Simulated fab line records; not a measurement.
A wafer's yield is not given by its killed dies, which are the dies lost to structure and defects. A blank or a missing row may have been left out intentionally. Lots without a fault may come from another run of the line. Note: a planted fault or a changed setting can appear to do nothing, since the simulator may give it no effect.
fab line records	flow sky130
record: lots: 11	wafers: 33	lastDay: 50
route steps=708 shown NWELL@63 LI_CONTACT@378 CONTACT@408 PAD_OPEN@708
lots untouched by any fault: they come from a run of this same line in which no faults occurred
startH: start of the lot's first displayed wafer, in hours after the record's first day	waitH: hours since the lot's step before	" the same as in the row above	L1.1+2: one row covering several wafers at once	- no value, or no start given	* or withheld: withheld	< > ~ a bound
route shown NAME@n: NAME is a module with steps in the file, n the number in the route of the first one	usual: mean/standard deviation taken from wafers without a fault	same: alike in all rows	chamber/n: place in a boat	sites: each site's reading	_std_site: the standard deviation of these	_edge_site: outer sites' mean less inner sites'	radiusMm: how far each site lies from the wafer's centre	mask NAME#n: copy n	behind: the tool/chamber that last shaped the wafer	hold: why the lot was held/for how many hours/how that ended	device: the transistor (n, p or np) that didn't switch	end of line: the route-end tests of the same wafers	where a step has no rows: the recipe by itself	killed: dies lost to structure and defects at the first sort, not the wafer's yield	map: the dies of a wafer, with x for killed, . for not killed, _ for no die there
set.NAME: the setting the step ran with; set.NAME@STEP: the setting that earlier step ran with	model.NAME: the simulator's own value behind a step, which no gauge read
one table for each step of the route and one row for each wafer, over a sample of lots
services: the hour from which a tool's chamber was out of use, counted from the record's first day as startH (under 0 if before that day), plus the number of hours and why
== steps ==
step: SKY_NWELL_OVL_MEAS_10
usual: NWELL_00_OVL: -0.5/1.3
lot.wafer	tool	chamber	startH	waitH	NWELL_00_OVL[nm]
L643.1	overlay-01	-	101.47	-	-1.5
L643.3	"	-	"	"	-2.9
L643.5	"	-	"	"	-2.6
L645.2	overlay-02	-	118.33	-	0.5
L645.4	"	-	"	"	-2.3
L645.6	"	-	"	"	-1.0
L647.4	overlay-02	-	130.59	-	2.7
L647.5	"	-	"	"	1.1
L647.6	"	-	"	"	-1.8
L646.1	overlay-02	-	131.47	-	0.1
L646.5	"	-	"	"	1.0
L646.6	"	-	"	"	-0.7
L648.2	overlay-01	-	140.23	-	0.8
L648.3	"	-	"	"	-0.6
L648.6	"	-	"	"	0.3
L649.3	overlay-02	-	142.58	-	-0.2
L649.4	"	-	"	"	-0.4
L649.5	"	-	"	"	-1.4
L651.2	overlay-01	-	151.67	-	-1.0
L651.3	"	-	"	"	0.0
L651.5	"	-	"	"	-0.9
L652.1	overlay-02	-	156.37	-	0.5
L652.2	"	-	"	"	1.4
L652.6	"	-	"	"	0.9
L653.2	overlay-02	-	161.78	-	-0.3
L653.4	"	-	"	"	-1.2
L653.5	"	-	"	"	-0.7
L658.3	overlay-01	-	200.26	-	1.3
L658.4	"	-	"	"	1.2
L658.5	"	-	"	"	1.2
L663.1	overlay-01	-	221.72	-	-2.7
L663.2	"	-	"	"	0.3
L663.4	"	-	"	"	-2.0
step: SKY_LI_CONTACT_STRIP_16
recipe: chemistry: O2/N2	powerW: 1400	pressureMtorr: 1500	platenTempC: withheld	o2FlowSccm: 3000	n2FlowSccm: 300	overashFraction: 0.5
usual: drypumpMotorCurrentA: 5.5/0.33	oesProductAu: 0.377/0.0046	stripTimeToEndpointS: 3.51/0.032
lot.wafer	tool	chamber	startH	waitH	drypumpMotorCurrentA	oesProductAu	rfHoursCounterH	stripTimeToEndpointS
L643.1	plasmaAsher-03	1	701.29	-	5.6	0.373	25	3.51
L643.3	"	0	"	"	5.6	0.377	-	3.54
L643.5	"	1	"	"	5.6	0.370	-	3.51
L645.2	plasmaAsher-03	0	724.12	-	5.5	0.390	28	3.53
L645.4	"	0	"	"	5.6	0.376	-	3.53
L645.6	"	1	"	"	5.6	0.373	-	3.50
L647.4	plasmaAsher-02	0	744.39	-	5.8	0.384	-	3.50
L647.5	"	1	"	"	4.7	0.376	-	3.51
L647.6	"	0	"	"	5.8	0.376	-	3.49
L646.1	plasmaAsher-02	0	748.30	-	5.8	0.378	87	3.51
L646.5	"	1	"	"	4.7	0.374	-	3.50
L646.6	"	0	"	"	5.8	0.376	-	3.48
L648.2	plasmaAsher-03	1	753.10	-	5.6	0.375	31	3.53
L648.3	"	1	"	"	5.6	0.374	-	3.52
L648.6	"	0	"	"	5.5	0.381	-	3.56
L649.3	plasmaAsher-01	1	759.37	-	5.5	0.376	-	3.52
L649.4	"	0	"	"	5.6	0.387	-	3.53
L649.5	"	0	"	"	5.6	0.379	-	3.52
L651.2	plasmaAsher-03	1	766.90	-	5.6	0.366	32	3.49
L651.3	"	1	"	"	5.6	0.382	-	3.51
L651.5	"	1	"	"	5.6	0.384	-	3.51
L652.1	plasmaAsher-02	0	779.33	-	5.8	0.384	89	3.51
L652.2	"	1	"	"	4.7	0.375	89	3.46
L652.6	"	0	"	"	5.8	0.374	-	3.48
L653.2	plasmaAsher-03	1	784.29	-	5.6	0.375	34	3.49
L653.4	"	0	"	"	5.5	0.377	-	3.53
L653.5	"	1	"	"	5.6	0.373	-	3.53
L658.3	plasmaAsher-01	1	834.79	-	5.5	0.373	-	3.49
L658.4	"	0	"	"	5.6	0.373	-	3.51
L658.5	"	0	"	"	5.6	0.372	-	3.50
L663.1	plasmaAsher-02	1	853.05	-	4.7	0.371	97	3.47
L663.2	"	0	"	"	5.8	0.380	97	3.51
L663.4	"	1	"	"	4.7	0.376	-	3.51
step: SKY_LI_CONTACT_SPUTTER_19
recipe: material: Ti	targetThkNm: 20	chamberPressurePa: 5	powerW: 2500	substrateTempC: 200	timeS: 106.37
usual: cathodeDcPowerW: 2500.0/0.47	throttleValvePct: 30.4/1.1
lot.wafer	tool	chamber	startH	waitH	cathodeDcPowerW	throttleValvePct
L643.1	pvdSputter-01	-	701.58	0.0	2500.2	31.1
L643.3	"	-	"	"	2500.7	29.8
L643.5	"	-	"	"	2499.8	30.8
L645.2	pvdSputter-02	-	724.41	0.0	2499.3	29.0
L645.4	"	-	"	"	2500.5	30.0
L645.6	"	-	"	"	2500.1	31.1
L647.4	pvdSputter-02	-	744.65	0.0	2499.3	28.8
L647.5	"	-	"	"	2499.1	29.9
L647.6	"	-	"	"	2500.3	29.8
L646.1	pvdSputter-02	-	748.59	0.0	2500.7	31.7
L646.5	"	-	"	"	2500.1	28.8
L646.6	"	-	"	"	2499.8	29.7
L648.2	pvdSputter-01	-	753.40	0.0	2500.3	31.0
L648.3	"	-	"	"	2498.9	29.1
L648.6	"	-	"	"	2499.7	29.2
L649.3	pvdSputter-03	-	759.63	0.0	2499.4	30.1
L649.4	"	-	"	"	2499.9	32.0
L649.5	"	-	"	"	2500.1	29.9
L651.2	pvdSputter-02	-	767.21	0.0	2500.7	29.9
L651.3	"	-	"	"	2500.3	29.6
L651.5	"	-	"	"	2499.3	31.5
L652.1	pvdSputter-01	-	779.63	0.0	2500.0	32.4
L652.2	"	-	"	"	2499.4	29.3
L652.6	"	-	"	"	2500.3	32.3
L653.2	pvdSputter-01	-	784.60	0.0	2499.9	31.0
L653.4	"	-	"	"	2500.0	32.2
L653.5	"	-	"	"	2499.6	32.4
L658.3	pvdSputter-01	-	835.05	0.0	2500.7	29.7
L658.4	"	-	"	"	2500.0	30.8
L658.5	"	-	"	"	2500.4	30.7
L663.1	pvdSputter-03	-	853.34	0.0	2500.1	30.3
L663.2	"	-	"	"	2499.5	30.2
L663.4	"	-	"	"	2500.2	32.1
step: SKY_CONTACT_HDPCVD_02
recipe: material: SiO2	targetThkNm: 565	sigmaOpenFrac: 0.3	timeS: 94.2	tempC: 600	sih4FlowSccm: 60	pressureMtorr: 6
usual: runLengthS: 122.1/0.52	susceptorTempC: 599.98/0.29
lot.wafer	tool	chamber	startH	waitH	runLengthS	susceptorTempC
L643.1	hdpcvd-01	2	730.51	0.1	122.6	599.89
L643.3	"	1	"	"	122.2	599.53
L643.5	"	0	"	"	122.7	599.83
L645.2	hdpcvd-01	0	753.49	0.0	122.3	600.20
L645.4	"	2	"	"	122.8	599.84
L645.6	"	1	"	"	122.4	600.61
L647.4	hdpcvd-02	2	773.61	0.1	121.9	600.13
L647.5	"	0	"	"	121.0	600.78
L647.6	"	1	"	"	122.1	600.30
L646.1	hdpcvd-02	2	777.41	0.1	122.0	599.69
L646.5	"	2	"	"	122.0	599.65
L646.6	"	1	"	"	122.0	599.47
L648.2	hdpcvd-02	0	782.28	0.0	121.9	599.77
L648.3	"	1	"	"	121.9	600.06
L648.6	"	1	"	"	122.0	599.54
L649.3	hdpcvd-01	0	788.99	0.1	122.0	599.82
L649.4	"	1	"	"	122.4	599.76
L649.5	"	0	"	"	122.5	600.27
L651.2	hdpcvd-01	1	795.56	0.0	122.6	600.43
L651.3	"	1	"	"	122.1	600.17
L651.5	"	1	"	"	122.2	599.97
L652.1	hdpcvd-02	2	808.15	0.1	122.4	599.89
L652.2	"	0	"	"	121.5	599.61
L652.6	"	0	"	"	121.3	600.07
L653.2	hdpcvd-02	0	813.37	0.0	121.1	600.13
L653.4	"	1	"	"	122.0	600.70
L653.5	"	0	"	"	121.5	600.22
L658.3	hdpcvd-01	0	862.30	0.0	122.6	599.47
L658.4	"	2	"	"	122.5	599.37
L658.5	"	0	"	"	101.4	-
L663.1	hdpcvd-01	1	881.45	0.1	101.5	-
L663.2	"	2	"	"	122.6	599.83
L663.4	"	1	"	"	121.7	599.93
step: SKY_CONTACT_THK_MEAS_03
recipe: reads: SiO2_of_CONTACT_HDPCVD_02
usual: CONTACT_HDPCVD_THK: 567/5.7
lot.wafer	tool	chamber	startH	waitH	CONTACT_HDPCVD_THK[nm]
L643.1	filmMetro-01	-	730.58	0.0	567
L643.3	"	-	"	"	567
L643.5	"	-	"	"	564
L645.2	filmMetro-02	-	753.57	0.0	570
L645.4	"	-	"	"	576
L645.6	"	-	"	"	576
L647.4	filmMetro-03	-	773.68	0.0	564
L647.5	"	-	"	"	562
L647.6	"	-	"	"	558
L646.1	filmMetro-02	-	777.48	0.0	557
L646.5	"	-	"	"	559
L646.6	"	-	"	"	568
L648.2	filmMetro-01	-	782.36	0.0	563
L648.3	"	-	"	"	567
L648.6	"	-	"	"	564
L649.3	filmMetro-02	-	789.08	0.1	567
L649.4	"	-	"	"	566
L649.5	"	-	"	"	564
L651.2	filmMetro-01	-	795.67	0.1	568
L651.3	"	-	"	"	568
L651.5	"	-	"	"	566
L652.1	filmMetro-03	-	808.22	0.0	569
L652.2	"	-	"	"	570
L652.6	"	-	"	"	562
L653.2	filmMetro-01	-	813.45	0.0	556
L653.4	"	-	"	"	560
L653.5	"	-	"	"	568
L658.3	filmMetro-01	-	862.38	0.1	576
L658.4	"	-	"	"	575
L658.5	"	-	"	"	452
L663.1	filmMetro-02	-	881.51	0.0	444
L663.2	"	-	"	"	564
L663.4	"	-	"	"	569
step: SKY_CONTACT_CMP_04
recipe: material: SiO2	downForcePsi: 4	platenRpm: 60	padVelocityMS: 0.94248
usual: motorCurrentA: 12.2/0.84	timeToEndpointS: 83/3.5
lot.wafer	tool	chamber	startH	waitH	motorCurrentA	timeToEndpointS
L643.1	cmp-02	2	730.69	0.1	11.7	83
L643.3	"	0	"	"	13.0	89
L643.5	"	2	"	"	11.8	82
L645.2	cmp-02	0	753.67	0.1	12.7	90
L645.4	"	2	"	"	12.3	89
L645.6	"	0	"	"	13.4	91
L647.4	cmp-01	0	773.81	0.1	10.8	87
L647.5	"	2	"	"	12.1	81
L647.6	"	3	"	"	12.1	80
L646.1	cmp-01	2	777.64	0.1	11.8	77
L646.5	"	0	"	"	10.5	75
L646.6	"	1	"	"	12.3	78
L648.3	cmp-01	0	782.41	0.0	11.1	81
L648.2	"	2	"	"	11.2	82
L648.6	"	1	"	"	12.9	78
L649.4	cmp-01	1	789.17	0.1	12.5	81
L649.3	"	3	"	"	12.1	81
L649.5	"	1	"	"	13.1	82
L651.2	cmp-01	1	795.79	0.1	12.3	82
L651.3	"	3	"	"	12.5	79
L651.5	"	1	"	"	13.2	79
L652.1	cmp-02	3	808.33	0.1	13.2	83
L652.2	"	1	"	"	11.3	85
L652.6	"	3	"	"	13.4	81
L653.2	cmp-01	3	813.50	0.0	12.3	77
L653.4	"	0	"	"	10.5	76
L653.5	"	3	"	"	12.8	81
L658.3	cmp-01	1	862.42	0.0	12.2	86
L658.4	"	3	"	"	12.8	86
L658.5	"	2	"	"	11.8	42
L663.1	cmp-01	2	881.57	0.1	11.2	38
L663.4	"	3	"	"	12.1	83
L663.2	"	0	"	"	10.9	84
step: SKY_PAD_OPEN_PROBE_99
usual: killed_at_M0_to_M3: 44/7	killed_at_M4_up: 3.0/1.7	killedAtContacts: 24/5.2	killedAtFrontEnd: 15/4.8	killedAtOther: 0.2/0.56	killedDies: 86/9.7	killedOpen: 47/7.1	killedShort: 39/6.3
same: grossDies: 492	killedAtBackSide: 0
lot.wafer	tool	chamber	startH	waitH	killed_at_M0_to_M3	killed_at_M4_up	killedAtContacts	killedAtFrontEnd	killedAtOther	killedDies	killedOpen	killedShort
L645.2	prober-01	-	1112.09	0.1	45	7	24	26	0	102	52	50
L645.4	prober-01	-	1112.19	0.2	50	2	20	18	0	90	47	43
L645.6	prober-01	-	1112.29	0.2	42	1	22	9	0	74	43	31
killed by level:class
L645.2 CONTACT:geometricParticle:open=10 FIELD_ISO:geometricParticle:open=8 VIA1:geometricParticle:short=7 METAL2:geometricParticle:short=7 CONTACT:geometricParticle:short=5 METAL1:geometricParticle:short=5 VIA1:geometricParticle:open=5 VIA3:geometricParticle:open=5
L645.4 VIA1:geometricParticle:open=10 VIA3:geometricParticle:open=10 METAL1:geometricParticle:short=8 FIELD_ISO:geometricParticle:open=6 CONTACT:geometricParticle:open=6 FIELD_ISO:geometricParticle:short=5 LI_CONTACT:geometricParticle:short=4 CONTACT:geometricParticle:short=4
L645.6 VIA3:geometricParticle:open=9 VIA1:geometricParticle:open=9 CONTACT:geometricParticle:open=8 METAL1:geometricParticle:short=5 VIA2:geometricParticle:open=5 FIELD_ISO:geometricParticle:open=4 CONTACT:geometricParticle:short=4 LOCAL_INTERCONNECT:geometricParticle:short=3
== services ==
tool	chamber	startH	hours	kind
cmp-01	-	680.20	9.4	repair
cmp-01	-	694.92	2.7	repair
pvdSputter-03	-	702.02	2.2	repair
cmp-02	-	710.08	4.5	pm
hdpcvd-02	0	712.68	14.3	repair
hdpcvd-02	2	733.27	14.2	repair
plasmaAsher-01	-	733.75	9.0	pm
plasmaAsher-01	0	733.75	9.0	ventCycle
plasmaAsher-01	1	733.75	9.0	ventCycle
plasmaAsher-01	0	742.75	-	clean
cmp-01	-	744.00	4.0	pm
cmp-01	-	748.00	-	consumableReplace:conditioner
cmp-01	-	748.00	-	consumableReplace:pad
pvdSputter-03	-	753.10	0.8	repair
pvdSputter-01	-	754.63	6.9	repair
hdpcvd-01	-	756.67	1.5	repair
cmp-01	-	758.75	1.3	repair
hdpcvd-01	2	767.88	36.3	repair
pvdSputter-03	-	773.69	4.9	repair
plasmaAsher-01	-	793.08	2.8	pm
plasmaAsher-02	-	793.68	1.0	repair
plasmaAsher-03	-	827.67	14.6	pm
hdpcvd-02	-	831.40	6.0	pm
plasmaAsher-02	-	866.62	2.1	repair
== key ==
firstSign: step: SKY_CONTACT_HDPCVD_02	reading: runLengthS	direction: down	sigmas: 40	usual: *	struck: *
effect: step: SKY_CONTACT_THK_MEAS_03	reading: CONTACT_HDPCVD_THK	direction: down	sigmas: 21	usual: 567	struck: 448
effect: step: SKY_CONTACT_CMP_04	reading: timeToEndpointS	direction: down	sigmas: 12	usual: *	struck: *
metAt SKY_CONTACT_HDPCVD_02
struckLots L658,L663
struckWafers L658.5,L663.1
testerLeftOut L658,L663
notActingAt SKY_NWELL_OVL_MEAS_10,SKY_LI_CONTACT_STRIP_16,SKY_LI_CONTACT_SPUTTER_19
onsetBetween 795.56 862.30
fault: kind: processParameterDrift	tool: hdpcvd-01	chamber: -	onsetH: 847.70	steps: SKY_CONTACT_HDPCVD_02	channel: timeS	offset: *	shape: step	endH: 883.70	scope: struckWafersOnly	actsIn: *	stated: *
testerLeftOut: of these lots the tester's yield and bins aren't shown, on N5 and GAA mostly nor the transistor test; their killed dies are dies lost to structure and defects alone, not to doping, threshold or leakage, so they don't give the yield
